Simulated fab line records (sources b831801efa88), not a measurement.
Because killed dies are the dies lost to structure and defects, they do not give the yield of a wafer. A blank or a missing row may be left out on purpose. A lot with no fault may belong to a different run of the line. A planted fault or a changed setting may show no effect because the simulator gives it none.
fab line records	flow gf180mcu
[record] lots = 5	wafers = 15	last_day = 34
route steps=602 shown STI@28 DNWELL@32 NWELL@42 LVPWELL@54
lots with no fault: from the same line, run without faults
start_h: start of the lot's first displayed wafer, in hours after the record's first day	wait_h: hours elapsed since this lot's preceding step	" repeats the value in the row above	L1.1+2: several wafers, shown together as one row	- no value, or no start was given	* or withheld: withheld	< > ~ a bound
route shown NAME@n: NAME is a module with steps in the file, n the number in the route of the first one	usual: mean/standard deviation of fault-free wafers	same: alike in all rows	chamber/n: place in a boat	sites: per-site readings	_std_site: the values' standard deviation	_edge_site: inner sites' mean taken away from outer sites' mean	radius_mm: how far each site lies from the wafer's centre	mask NAME#n: copy n	behind: the most recent tool/chamber to have shaped the wafer	hold: the reason the lot was held/the length of the hold in hours/how it ended	device: which transistor (n, p or np) failed to switch	end of line: at the end of the route, the tests of the same wafers	a step without rows: its recipe alone	killed: the dies lost at the first sort to structure and to defects; this is not the yield of the wafer	map: dies across one wafer; x = killed, . = not, _ = none there
set.NAME: the setting the step ran with; set.NAME@STEP: the setting that earlier step ran with	model.NAME: the simulator's own value behind a step, which no gauge read
lots at selected steps of the route; one table per step, one row per wafer
services: a tool's chamber out of use, with start hour (start_h, from the record's first day; less than 0 if before it), hours out, and reason
[[steps]]
[step GF_STI_WET_ETCH_27]
[recipe] chemistry = H3PO4	target_depth_nm = 160	target = Si3N4	temp_c = 160	time_s = 1825
lot.wafer	tool	chamber	start_h	wait_h
L081.1+3+6	wet_bench-04	1	69.17	0.0
L085.1+3+6	wet_bench-04	2	90.06	0.0
L088.1+4+5	wet_bench-02	3	105.66	0.0
L092.1+2+5	wet_bench-03	0	120.36	0.0
L095.1+3+5	wet_bench-04	1	140.82	0.0
[step GF_STI_WET_ETCH_28]
[recipe] chemistry = dHF	target_depth_nm = 20	dry = ipa_marangoni	target = SiO2	temp_c = 25	dilution = 10:1	time_s = 40
lot.wafer	tool	chamber	start_h	wait_h
L081.1+3+6	wet_bench-02	1	69.68	0.0
L085.1+3+6	wet_bench-02	1	90.58	0.0
L088.1+4+5	wet_bench-04	2	106.22	0.0
L092.1+2+5	wet_bench-02	0	120.87	0.0
L095.1+3+5	wet_bench-02	1	141.33	0.0
[step GF_STI_OXIDATION_29]
[recipe] temp_c = 900	ambient = O2	stabilise_s = 600	purge_s = 300	target_thk_a = 100	ox_time_s = 1418
[usual] ox_temp_c = 899.9/0.39	ox_temp_c_max = 902.9/0.98
[same] ox_time_s = 1418
lot.wafer	tool	chamber	start_h	wait_h	ox_temp_c	ox_temp_c_max
L081.1	furnace-01	0	72.92	3.2	899.9	904.7
L081.3	"	0	"	"	899.5	903.5
L081.6	"	0	"	"	900.0	903.7
L085.1	furnace-02	0	91.58	1.0	900.0	903.0
L085.3	"	0	"	"	900.2	902.1
L085.6	"	0	"	"	899.8	902.4
L088.1	furnace-02	0	106.51	0.3	900.0	901.8
L088.4	"	0	"	"	899.6	901.7
L088.5	"	0	"	"	900.6	903.6
L092.1	furnace-02	0	125.50	4.6	900.1	902.8
L092.2	"	0	"	"	900.4	903.2
L092.5	"	0	"	"	900.0	902.2
L095.1	furnace-02	0	147.12	5.8	900.3	903.4
L095.3	"	0	"	"	899.9	902.8
L095.5	"	0	"	"	901.0	902.9
[step GF_STI_THK_MEAS_30]
[recipe] reads = SiO2_of_STI_OXIDATION_29
[usual] STI_OXIDATION_02_THK = 9.93/0.22
lot.wafer	tool	chamber	start_h	wait_h	STI_OXIDATION_02_THK[nm]
L081.1	film_metro-03	-	74.31	0.0	10.11
L081.3	"	-	"	"	9.79
L081.6	"	-	"	"	9.86
L085.1	film_metro-03	-	92.98	0.0	10.02
L085.3	"	-	"	"	10.14
L085.6	"	-	"	"	10.08
L088.1	film_metro-03	-	107.91	0.0	10.18
L088.4	"	-	"	"	10.13
L088.5	"	-	"	"	10.17
L092.1	film_metro-03	-	126.89	0.0	9.73
L092.2	"	-	"	"	9.68
L092.5	"	-	"	"	9.78
L095.1	film_metro-02	-	148.51	0.0	9.83
L095.3	"	-	"	"	9.88
L095.5	"	-	"	"	10.00
[step GF_DNWELL_DEHYDRATE_00]
[recipe] temp_c = 200	time_s = 60
[usual] exhaust_pa = 45.0/0.91
lot.wafer	tool	chamber	start_h	wait_h	exhaust_pa
L081.1	litho_track-04	0	80.33	6.0	44.5
L081.3	"	0	"	"	45.2
L081.6	"	0	"	"	45.2
L085.1	litho_track-04	0	99.23	6.2	45.6
L085.3	"	0	"	"	44.4
L085.6	"	0	"	"	43.4
L088.1	litho_track-03	0	114.28	6.4	48.0
L088.4	"	0	"	"	45.6
L088.5	"	0	"	"	47.5
L092.1	litho_track-03	0	133.53	6.6	44.9
L092.2	"	0	"	"	44.7
L092.5	"	0	"	"	44.0
L095.1	litho_track-04	0	155.43	6.9	44.0
L095.3	"	0	"	"	45.6
L095.5	"	0	"	"	44.9
[step GF_DNWELL_HMDS_01]
[recipe] prime_time_s = 60	prime_temp_c = 120
[usual] exhaust_pa = 44.9/0.93
lot.wafer	tool	chamber	start_h	wait_h	exhaust_pa
L081.1	litho_track-04	0	80.48	0.1	45.3
L081.3	"	0	"	"	44.6
L081.6	"	0	"	"	43.8
L085.1	litho_track-04	0	99.38	0.1	44.5
L085.3	"	0	"	"	44.1
L085.6	"	0	"	"	45.3
L088.1	litho_track-03	0	114.43	0.1	45.3
L088.4	"	0	"	"	45.5
L088.5	"	0	"	"	46.0
L092.1	litho_track-03	0	133.68	0.1	44.8
L092.2	"	0	"	"	44.4
L092.5	"	0	"	"	45.8
L095.1	litho_track-04	0	155.58	0.1	46.1
L095.3	"	0	"	"	45.9
L095.5	"	0	"	"	46.2
[step GF_DNWELL_COAT_02]
[recipe] spin_rpm = 2000	resist_thk_nm = 3000
[usual] exhaust_pa = 45.1/0.94
lot.wafer	tool	chamber	start_h	wait_h	exhaust_pa
L081.1	litho_track-04	0	80.63	0.1	44.7
L081.3	"	0	"	"	45.1
L081.6	"	0	"	"	45.2
L085.1	litho_track-04	0	99.53	0.1	45.3
L085.3	"	0	"	"	44.1
L085.6	"	0	"	"	44.7
L088.1	litho_track-03	0	114.58	0.1	44.6
L088.4	"	0	"	"	45.2
L088.5	"	0	"	"	44.1
L092.1	litho_track-03	0	133.83	0.1	46.9
L092.2	"	0	"	"	44.7
L092.5	"	0	"	"	45.9
L095.1	litho_track-04	0	155.73	0.1	43.9
L095.3	"	0	"	"	43.3
L095.5	"	0	"	"	43.3
[step GF_DNWELL_SOFTBAKE_03]
[recipe] temp_c = 110	time_s = withheld
[usual] exhaust_pa = 45.2/0.92
lot.wafer	tool	chamber	start_h	wait_h	exhaust_pa
L081.1	litho_track-04	0	80.78	0.1	47.3
L081.3	"	0	"	"	46.7
L081.6	"	0	"	"	46.4
L085.1	litho_track-04	0	99.68	0.1	46.8
L085.3	"	0	"	"	44.5
L085.6	"	0	"	"	45.5
L088.1	litho_track-03	0	114.73	0.1	46.7
L088.4	"	0	"	"	45.0
L088.5	"	0	"	"	44.4
L092.1	litho_track-03	0	133.98	0.1	45.2
L092.2	"	0	"	"	46.5
L092.5	"	0	"	"	45.0
L095.1	litho_track-04	0	155.88	0.1	43.3
L095.3	"	0	"	"	44.2
L095.5	"	0	"	"	44.7
[step GF_DNWELL_EXPOSE_04]
[recipe] mask_id = DNWELL	target_cd_nm = 1700	na = 0.6	source_shape = conventional	sigma_outer = 0.6	dose_mj = 260
lot.wafer	tool	chamber	start_h	wait_h	mask
L081.1+3+6	iline_stepper-01	0	-	-	DNWELL#0
L085.1+3+6	iline_stepper-02	0	-	-	DNWELL#0
L088.1+4+5	iline_stepper-01	0	-	-	DNWELL#0
L092.1+2+5	iline_stepper-02	0	-	-	DNWELL#0
L095.1+3+5	iline_stepper-02	0	-	-	DNWELL#0
[step GF_DNWELL_PEB_05]
[recipe] temp_c = 115	time_s = withheld
[usual] exhaust_pa = 45.1/0.89
lot.wafer	tool	chamber	start_h	wait_h	exhaust_pa
L081.1	litho_track-03	0	-	-	43.8
L081.3	"	0	"	"	44.2
L081.6	"	0	"	"	46.0
L085.1	litho_track-04	0	-	-	47.2
L085.3	"	0	"	"	45.0
L085.6	"	0	"	"	46.2
L088.1	litho_track-03	0	-	-	44.7
L088.4	"	0	"	"	45.3
L088.5	"	0	"	"	45.7
L092.1	litho_track-01	0	-	-	45.3
L092.2	"	0	"	"	45.4
L092.5	"	0	"	"	45.5
L095.1	litho_track-04	0	-	-	45.1
L095.3	"	0	"	"	44.3
L095.5	"	0	"	"	45.1
[step GF_DNWELL_DEVELOP_06]
[recipe] wall_angle_deg = 90	develop_time_s = 60	dev_temp_c = 23
[usual] exhaust_pa = 44.9/0.95
lot.wafer	tool	chamber	start_h	wait_h	exhaust_pa
L081.1	litho_track-03	0	-	-	45.1
L081.3	"	0	"	"	45.8
L081.6	"	0	"	"	45.2
L085.1	litho_track-04	0	-	-	44.5
L085.3	"	0	"	"	44.8
L085.6	"	0	"	"	43.8
L088.1	litho_track-03	0	-	-	45.8
L088.4	"	0	"	"	42.4
L088.5	"	0	"	"	46.0
L092.1	litho_track-01	0	-	-	43.7
L092.2	"	0	"	"	43.1
L092.5	"	0	"	"	44.0
L095.1	litho_track-04	0	-	-	46.9
L095.3	"	0	"	"	46.0
L095.5	"	0	"	"	46.2
[step GF_DNWELL_IMPLANT_07]
[recipe] species = P	energy_kev = 1500	dose_cm2 = 1e+13	tilt_deg = 0
lot.wafer	tool	chamber	start_h	wait_h
L081.1+3+6	implanter-02	0	87.78	-
L085.1+3+6	implanter-03	0	106.78	-
L088.1+4+5	implanter-03	0	122.33	-
L092.1+2+5	implanter-04	0	141.05	-
L095.1+3+5	implanter-02	0	163.13	-
[step GF_DNWELL_STRIP_08]
[recipe] chemistry = O2/N2	power_w = 1400	pressure_mtorr = 1500	platen_temp_c = 250	o2_flow_sccm = 3000	n2_flow_sccm = 300	overash_fraction = 0.5
[usual] drypump_motor_current_A = 5.8/0.36	heater_power_w = 344/39	n2_flow_sccm = 300.1/0.77	oes_product_au = 0.722/0.0044	strip_time_to_endpoint_s = 36.97/0.081
lot.wafer	tool	chamber	start_h	wait_h	drypump_motor_current_A	heater_power_w	n2_flow_sccm	oes_product_au	rf_hours_counter_h	strip_time_to_endpoint_s
L081.1	plasma_asher-03	0	87.93	0.1	5.5	343	298.7	0.714	44	36.94
L081.3	"	1	"	"	5.1	351	300.1	0.718	-	36.99
L081.6	"	1	"	"	5.1	347	300.9	0.725	-	37.00
L085.1	plasma_asher-01	1	106.93	0.1	6.0	348	300.4	0.725	30	37.03
L085.3	"	1	"	"	6.0	350	299.5	0.720	-	36.99
L085.6	"	1	"	"	6.0	352	300.1	0.729	-	37.16
L088.1	plasma_asher-01	1	122.48	0.1	6.0	357	299.5	0.722	32	37.03
L088.4	"	1	"	"	6.0	354	300.8	0.716	-	36.99
L088.5	"	0	"	"	5.7	305	301.3	0.726	-	36.95
L092.1	plasma_asher-02	1	141.20	0.1	6.2	290	300.2	0.728	3	36.98
L092.2	"	0	"	"	5.9	413	300.8	0.726	3	36.97
L092.5	"	0	"	"	5.9	405	301.8	0.718	-	37.07
L095.1	plasma_asher-01	0	163.28	0.1	5.7	313	300.7	0.732	35	36.87
L095.3	"	1	"	"	5.9	357	298.8	0.714	-	36.85
L095.5	"	1	"	"	6.0	344	301.2	0.719	-	36.70
[step GF_DNWELL_TW_MEAS_09]
[usual] DNWELL_TW = 1353/11
lot.wafer	tool	chamber	start_h	wait_h	DNWELL_TW
L081.1	film_metro-02	-	88.03	0.1	1344
L081.3	"	-	"	"	1342
L081.6	"	-	"	"	1348
L085.1	film_metro-02	-	107.03	0.1	1347
L085.3	"	-	"	"	1349
L085.6	"	-	"	"	1349
L088.1	film_metro-02	-	122.58	0.1	1339
L088.4	"	-	"	"	1352
L088.5	"	-	"	"	1347
L092.1	film_metro-04	-	141.30	0.1	1361
L092.2	"	-	"	"	1369
L092.5	"	-	"	"	1375
L095.1	film_metro-01	-	163.38	0.1	1361
L095.3	"	-	"	"	1364
L095.5	"	-	"	"	1360
[step GF_NWELL_DEHYDRATE_00]
[recipe] temp_c = 200	time_s = 60
[usual] exhaust_pa = 44.8/0.83
lot.wafer	tool	chamber	start_h	wait_h	exhaust_pa
L081.1	litho_track-02	0	93.81	5.8	44.3
L081.3	"	0	"	"	44.4
L081.6	"	0	"	"	43.0
L085.1	litho_track-02	0	113.31	6.3	45.4
L085.3	"	0	"	"	46.1
L085.6	"	0	"	"	44.9
L088.1	litho_track-04	0	129.28	6.7	46.3
L088.4	"	0	"	"	45.5
L088.5	"	0	"	"	46.6
L092.1	litho_track-03	0	147.78	6.5	44.4
L092.2	"	0	"	"	45.4
L092.5	"	0	"	"	44.0
L095.1	litho_track-04	0	170.08	6.7	45.3
L095.3	"	0	"	"	43.8
L095.5	"	0	"	"	45.7
[step GF_NWELL_HMDS_01]
[recipe] prime_time_s = 60	prime_temp_c = 120
[usual] exhaust_pa = 44.8/0.95
lot.wafer	tool	chamber	start_h	wait_h	exhaust_pa
L081.1	litho_track-02	0	93.96	0.1	44.7
L081.3	"	0	"	"	46.0
L081.6	"	0	"	"	44.2
L085.1	litho_track-02	0	113.46	0.1	42.8
L085.3	"	0	"	"	42.0
L085.6	"	0	"	"	43.3
L088.1	litho_track-04	0	129.43	0.1	45.0
L088.4	"	0	"	"	44.6
L088.5	"	0	"	"	45.5
L092.1	litho_track-03	0	147.93	0.1	45.5
L092.2	"	0	"	"	44.8
L092.5	"	0	"	"	44.1
L095.1	litho_track-04	0	170.23	0.1	46.7
L095.3	"	0	"	"	46.1
L095.5	"	0	"	"	45.1
[step GF_NWELL_COAT_02]
[recipe] spin_rpm = 2000	resist_thk_nm = 3000
[usual] exhaust_pa = 45.1/0.83
lot.wafer	tool	chamber	start_h	wait_h	exhaust_pa
L081.1	litho_track-02	0	94.11	0.1	44.9
L081.3	"	0	"	"	44.2
L081.6	"	0	"	"	46.5
L085.1	litho_track-02	0	113.61	0.1	44.9
L085.3	"	0	"	"	44.7
L085.6	"	0	"	"	45.5
L088.1	litho_track-04	0	129.58	0.1	45.3
L088.4	"	0	"	"	44.0
L088.5	"	0	"	"	45.0
L092.1	litho_track-03	0	148.08	0.1	46.2
L092.2	"	0	"	"	45.6
L092.5	"	0	"	"	46.4
L095.1	litho_track-04	0	170.38	0.1	45.3
L095.3	"	0	"	"	45.2
L095.5	"	0	"	"	43.9
[step GF_NWELL_SOFTBAKE_03]
[recipe] temp_c = 110	time_s = withheld
[usual] exhaust_pa = 45.0/0.87
lot.wafer	tool	chamber	start_h	wait_h	exhaust_pa
L081.1	litho_track-02	0	94.26	0.1	45.0
L081.3	"	0	"	"	44.2
L081.6	"	0	"	"	43.7
L085.1	litho_track-02	0	113.76	0.1	44.3
L085.3	"	0	"	"	44.4
L085.6	"	0	"	"	44.7
L088.1	litho_track-04	0	129.73	0.1	45.0
L088.4	"	0	"	"	44.3
L088.5	"	0	"	"	43.8
L092.1	litho_track-03	0	148.23	0.1	44.5
L092.2	"	0	"	"	43.8
L092.5	"	0	"	"	44.4
L095.1	litho_track-04	0	170.53	0.1	44.2
L095.3	"	0	"	"	45.1
L095.5	"	0	"	"	43.8
[step GF_NWELL_EXPOSE_04]
[recipe] mask_id = Nwell	target_cd_nm = 860	na = 0.6	source_shape = conventional	sigma_outer = 0.6	dose_mj = 260
lot.wafer	tool	chamber	start_h	wait_h	mask
L081.1+3+6	iline_stepper-01	0	-	-	Nwell#0
L085.1+3+6	iline_stepper-01	0	-	-	Nwell#0
L088.1+4+5	iline_stepper-01	0	-	-	Nwell#0
L092.1+2+5	iline_stepper-02	0	-	-	Nwell#0
L095.1+3+5	iline_stepper-02	0	-	-	Nwell#0
[step GF_NWELL_PEB_05]
[recipe] temp_c = 115	time_s = withheld
[usual] exhaust_pa = 45.2/0.99
lot.wafer	tool	chamber	start_h	wait_h	exhaust_pa
L081.1	litho_track-04	0	-	-	44.8
L081.3	"	0	"	"	43.8
L081.6	"	0	"	"	44.1
L085.1	litho_track-03	0	-	-	44.2
L085.3	"	0	"	"	44.5
L085.6	"	0	"	"	45.3
L088.1	litho_track-03	0	-	-	44.8
L088.4	"	0	"	"	43.4
L088.5	"	0	"	"	42.7
L092.1	litho_track-03	0	-	-	46.9
L092.2	"	0	"	"	44.1
L092.5	"	0	"	"	45.1
L095.1	litho_track-03	0	-	-	45.0
L095.3	"	0	"	"	43.5
L095.5	"	0	"	"	45.1
[step GF_NWELL_DEVELOP_06]
[recipe] wall_angle_deg = 90	develop_time_s = 60	dev_temp_c = 23
[usual] exhaust_pa = 44.8/0.8
lot.wafer	tool	chamber	start_h	wait_h	exhaust_pa
L081.1	litho_track-04	0	-	-	44.5
L081.3	"	0	"	"	45.6
L081.6	"	0	"	"	45.9
L085.1	litho_track-03	0	-	-	43.8
L085.3	"	0	"	"	45.3
L085.6	"	0	"	"	44.9
L088.1	litho_track-03	0	-	-	44.8
L088.4	"	0	"	"	45.5
L088.5	"	0	"	"	43.9
L092.1	litho_track-03	0	-	-	44.7
L092.2	"	0	"	"	46.7
L092.5	"	0	"	"	46.8
L095.1	litho_track-03	0	-	-	44.5
L095.3	"	0	"	"	44.0
L095.5	"	0	"	"	43.5
[step GF_NWELL_OVL_MEAS_07]
[usual] NWELL_OVL = -0.6/1.2
lot.wafer	tool	chamber	start_h	wait_h	NWELL_OVL[nm]
L081.1	overlay-01	-	101.63	-	-1.0
L081.3	"	-	"	"	0.9
L081.6	"	-	"	"	1.3
L085.1	overlay-01	-	121.38	-	-0.6
L085.3	"	-	"	"	-0.6
L085.6	"	-	"	"	-0.1
L088.1	overlay-01	-	136.83	-	-0.1
L088.4	"	-	"	"	-0.7
L088.5	"	-	"	"	-1.3
L092.1	overlay-01	-	155.63	-	-1.6
L092.2	"	-	"	"	-0.1
L092.5	"	-	"	"	0.6
L095.1	overlay-02	-	178.53	-	-2.1
L095.3	"	-	"	"	-1.4
L095.5	"	-	"	"	1.3
[step GF_NWELL_IMPLANT_08]
[recipe] species = P	energy_kev = 450	dose_cm2 = 1.5e+13	tilt_deg = 0
lot.wafer	tool	chamber	start_h	wait_h
L081.1+3+6	implanter-01	0	101.67	0.0
L085.1+3+6	implanter-03	0	121.42	0.0
L088.1+4+5	implanter-04	0	136.87	0.0
L092.1+2+5	implanter-04	0	155.71	0.1
L095.1+3+5	implanter-01	0	178.57	0.0
[step GF_NWELL_IMPLANT_09]
[recipe] species = P	energy_kev = 160	dose_cm2 = 4e+12	tilt_deg = 0
lot.wafer	tool	chamber	start_h	wait_h
L081.1+3+6	implanter-01	0	101.82	0.1
L085.1+3+6	implanter-03	0	121.57	0.1
L088.1+4+5	implanter-04	0	137.02	0.1
L092.1+2+5	implanter-04	0	155.86	0.1
L095.1+3+5	implanter-01	0	178.72	0.1
[step GF_NWELL_STRIP_10]
[recipe] chemistry = O2/N2	power_w = 1400	pressure_mtorr = 1500	platen_temp_c = 250	o2_flow_sccm = 3000	n2_flow_sccm = 300	overash_fraction = 0.5
[usual] drypump_motor_current_A = 5.7/0.42	heater_power_w = 341/45	n2_flow_sccm = 299.9/0.95	oes_product_au = 0.722/0.005	strip_time_to_endpoint_s = 36.97/0.1
lot.wafer	tool	chamber	start_h	wait_h	drypump_motor_current_A	heater_power_w	n2_flow_sccm	oes_product_au	rf_hours_counter_h	strip_time_to_endpoint_s
L081.1	plasma_asher-04	1	101.97	0.1	6.2	267	299.9	0.724	44	36.80
L081.3	"	0	"	"	5.6	355	298.5	0.717	-	36.97
L081.6	"	0	"	"	5.5	350	298.1	0.726	-	37.02
L085.1	plasma_asher-04	0	121.72	0.1	5.6	352	299.9	0.724	46	37.10
L085.3	"	1	"	"	6.2	273	300.1	0.728	-	37.15
L085.6	"	0	"	"	5.6	334	300.3	0.723	-	37.22
L088.1	plasma_asher-02	0	137.17	0.1	5.9	414	300.1	0.720	2	37.04
L088.4	"	0	"	"	5.9	418	300.7	0.717	-	36.94
L088.5	"	1	"	"	6.2	299	300.8	0.723	-	36.96
L092.1	plasma_asher-04	1	156.01	0.1	6.2	265	299.7	0.726	50	36.90
L092.2	"	0	"	"	5.6	350	298.6	0.724	50	37.02
L092.5	"	0	"	"	5.6	349	299.4	0.717	-	36.87
L095.1	plasma_asher-03	0	178.87	0.1	5.5	352	300.4	0.726	54	36.89
L095.3	"	1	"	"	5.1	367	300.7	0.726	-	36.83
L095.5	"	1	"	"	5.1	356	299.7	0.724	-	36.92
[step GF_NWELL_TW_MEAS_11]
[usual] NWELL_TW = 1579/9.5
lot.wafer	tool	chamber	start_h	wait_h	NWELL_TW
L081.1	film_metro-01	-	102.07	0.1	1575
L081.3	"	-	"	"	1571
L081.6	"	-	"	"	1574
L085.1	film_metro-01	-	121.82	0.1	1569
L085.3	"	-	"	"	1563
L085.6	"	-	"	"	1571
L088.1	film_metro-01	-	137.27	0.1	1573
L088.4	"	-	"	"	1574
L088.5	"	-	"	"	1571
L092.1	film_metro-03	-	156.11	0.1	1586
L092.2	"	-	"	"	1589
L092.5	"	-	"	"	1587
L095.1	film_metro-01	-	178.97	0.1	1597
L095.3	"	-	"	"	1592
L095.5	"	-	"	"	1596
[step GF_LVPWELL_DEHYDRATE_00]
[recipe] temp_c = 200	time_s = 60
[usual] exhaust_pa = 44.9/0.99
lot.wafer	tool	chamber	start_h	wait_h	exhaust_pa
L081.1	litho_track-01	0	108.60	6.5	43.7
L081.3	"	0	"	"	44.3
L081.6	"	0	"	"	43.8
L085.1	litho_track-03	0	128.28	6.5	45.7
L085.3	"	0	"	"	44.6
L085.6	"	0	"	"	44.5
L088.1	litho_track-03	0	143.73	6.5	46.7
L088.4	"	0	"	"	45.0
L088.5	"	0	"	"	44.7
L092.1	litho_track-01	0	163.00	6.9	44.7
L092.2	"	0	"	"	45.3
L092.5	"	0	"	"	44.1
L095.1	litho_track-02	0	186.66	7.7	46.2
L095.3	"	0	"	"	45.6
L095.5	"	0	"	"	46.2
[step GF_LVPWELL_HMDS_01]
[recipe] prime_time_s = 60	prime_temp_c = 120
[usual] exhaust_pa = 45.0/0.81
lot.wafer	tool	chamber	start_h	wait_h	exhaust_pa
L081.1	litho_track-01	0	108.75	0.1	45.3
L081.3	"	0	"	"	44.3
L081.6	"	0	"	"	45.6
L085.1	litho_track-03	0	128.43	0.1	45.5
L085.3	"	0	"	"	44.2
L085.6	"	0	"	"	44.9
L088.1	litho_track-03	0	143.88	0.1	44.7
L088.4	"	0	"	"	45.1
L088.5	"	0	"	"	45.2
L092.1	litho_track-01	0	163.15	0.1	44.4
L092.2	"	0	"	"	44.5
L092.5	"	0	"	"	42.8
L095.1	litho_track-02	0	186.81	0.1	45.5
L095.3	"	0	"	"	46.0
L095.5	"	0	"	"	45.4
[step GF_LVPWELL_COAT_02]
[recipe] spin_rpm = 2000	resist_thk_nm = 3000
[usual] exhaust_pa = 45.0/0.83
lot.wafer	tool	chamber	start_h	wait_h	exhaust_pa
L081.1	litho_track-01	0	108.90	0.1	45.2
L081.3	"	0	"	"	44.9
L081.6	"	0	"	"	44.4
L085.1	litho_track-03	0	128.58	0.1	46.6
L085.3	"	0	"	"	45.7
L085.6	"	0	"	"	45.1
L088.1	litho_track-03	0	144.03	0.1	45.8
L088.4	"	0	"	"	46.5
L088.5	"	0	"	"	45.9
L092.1	litho_track-01	0	163.30	0.1	45.2
L092.2	"	0	"	"	45.5
L092.5	"	0	"	"	45.2
L095.1	litho_track-02	0	186.96	0.1	46.5
L095.3	"	0	"	"	45.1
L095.5	"	0	"	"	44.6
[step GF_LVPWELL_SOFTBAKE_03]
[recipe] temp_c = 110	time_s = withheld
[usual] exhaust_pa = 44.9/0.99
lot.wafer	tool	chamber	start_h	wait_h	exhaust_pa
L081.1	litho_track-01	0	109.05	0.1	45.0
L081.3	"	0	"	"	45.1
L081.6	"	0	"	"	44.7
L085.1	litho_track-03	0	128.73	0.1	47.0
L085.3	"	0	"	"	45.9
L085.6	"	0	"	"	47.3
L088.1	litho_track-03	0	144.18	0.1	46.1
L088.4	"	0	"	"	43.9
L088.5	"	0	"	"	45.6
L092.1	litho_track-01	0	163.45	0.1	45.0
L092.2	"	0	"	"	44.9
L092.5	"	0	"	"	43.5
L095.1	litho_track-02	0	187.11	0.1	44.5
L095.3	"	0	"	"	44.8
L095.5	"	0	"	"	45.1
[step GF_LVPWELL_EXPOSE_04]
[recipe] mask_id = LVPWELL	target_cd_nm = 600	na = 0.6	source_shape = conventional	sigma_outer = 0.6	dose_mj = 260
lot.wafer	tool	chamber	start_h	wait_h	mask
L081.1+3+6	iline_stepper-01	0	-	-	LVPWELL#0
L085.1+3+6	iline_stepper-01	0	-	-	LVPWELL#0
L088.1+4+5	iline_stepper-01	0	-	-	LVPWELL#0
L092.1+2+5	iline_stepper-01	0	-	-	LVPWELL#0
L095.1+3+5	iline_stepper-01	0	-	-	LVPWELL#0
[step GF_LVPWELL_PEB_05]
[recipe] temp_c = 115	time_s = withheld
[usual] exhaust_pa = 45.0/0.91
lot.wafer	tool	chamber	start_h	wait_h	exhaust_pa
L081.1	litho_track-03	0	-	-	46.2
L081.3	"	0	"	"	46.9
L081.6	"	0	"	"	45.5
L085.1	litho_track-03	0	-	-	46.3
L085.3	"	0	"	"	44.5
L085.6	"	0	"	"	43.5
L088.1	litho_track-03	0	-	-	45.7
L088.4	"	0	"	"	44.7
L088.5	"	0	"	"	46.3
L092.1	litho_track-02	0	-	-	45.2
L092.2	"	0	"	"	44.8
L092.5	"	0	"	"	44.1
L095.1	litho_track-02	0	-	-	45.2
L095.3	"	0	"	"	43.9
L095.5	"	0	"	"	44.9
[step GF_LVPWELL_DEVELOP_06]
[recipe] wall_angle_deg = 90	develop_time_s = 60	dev_temp_c = 23
[usual] exhaust_pa = 44.9/0.82
lot.wafer	tool	chamber	start_h	wait_h	exhaust_pa
L081.1	litho_track-03	0	-	-	44.8
L081.3	"	0	"	"	45.4
L081.6	"	0	"	"	45.6
L085.1	litho_track-03	0	-	-	44.8
L085.3	"	0	"	"	45.5
L085.6	"	0	"	"	45.8
L088.1	litho_track-03	0	-	-	44.0
L088.4	"	0	"	"	45.0
L088.5	"	0	"	"	45.2
L092.1	litho_track-02	0	-	-	45.1
L092.2	"	0	"	"	44.8
L092.5	"	0	"	"	45.4
L095.1	litho_track-02	0	-	-	45.0
L095.3	"	0	"	"	44.4
L095.5	"	0	"	"	44.6
[step GF_LVPWELL_OVL_MEAS_07]
[usual] LVPWELL_OVL = 0.2/1.4
lot.wafer	tool	chamber	start_h	wait_h	LVPWELL_OVL[nm]
L081.1	overlay-02	-	116.53	-	1.2
L081.3	"	-	"	"	-0.1
L081.6	"	-	"	"	0.8
L085.1	overlay-01	-	136.48	-	3.3
L085.3	"	-	"	"	2.2
L085.6	"	-	"	"	3.5
L088.1	overlay-01	-	151.88	-	1.3
L088.4	"	-	"	"	3.3
L088.5	"	-	"	"	1.3
L092.1	overlay-01	-	170.76	-	2.2
L092.2	"	-	"	"	3.4
L092.5	"	-	"	"	0.8
L095.1	overlay-02	-	194.96	-	0.9
L095.3	"	-	"	"	1.7
L095.5	"	-	"	"	0.1
[[services]]
tool	chamber	start_h	hours	kind
implanter-01	-	51.81	23.2	pm
litho_track-01	-	63.18	-	consumable_replace:filter
iline_stepper-02	-	64.35	6.5	repair
implanter-03	-	74.30	22.8	pm
furnace-02	-	94.53	3.4	pm
plasma_asher-02	-	101.37	1.5	repair
plasma_asher-02	-	108.75	9.0	pm
furnace-01	-	117.32	41.5	pm
iline_stepper-01	-	119.75	-	calibration
implanter-02	-	129.10	3.1	pm
iline_stepper-01	-	133.96	1.7	pm
implanter-04	-	141.71	4.5	pm
iline_stepper-02	-	143.15	2.1	pm
iline_stepper-02	-	151.01	1.7	pm
implanter-03	-	152.34	10.7	pm
implanter-01	-	154.39	5.4	repair
plasma_asher-01	-	155.29	2.8	pm
furnace-02	-	159.43	3.8	pm
furnace-01	-	164.25	3.3	pm
iline_stepper-01	0	172.62	-	calibration
implanter-02	-	173.58	3.9	repair
plasma_asher-01	-	178.88	4.6	repair
iline_stepper-02	-	180.58	0.6	repair
implanter-03	-	186.47	2.9	pm
[[key]]
fault none
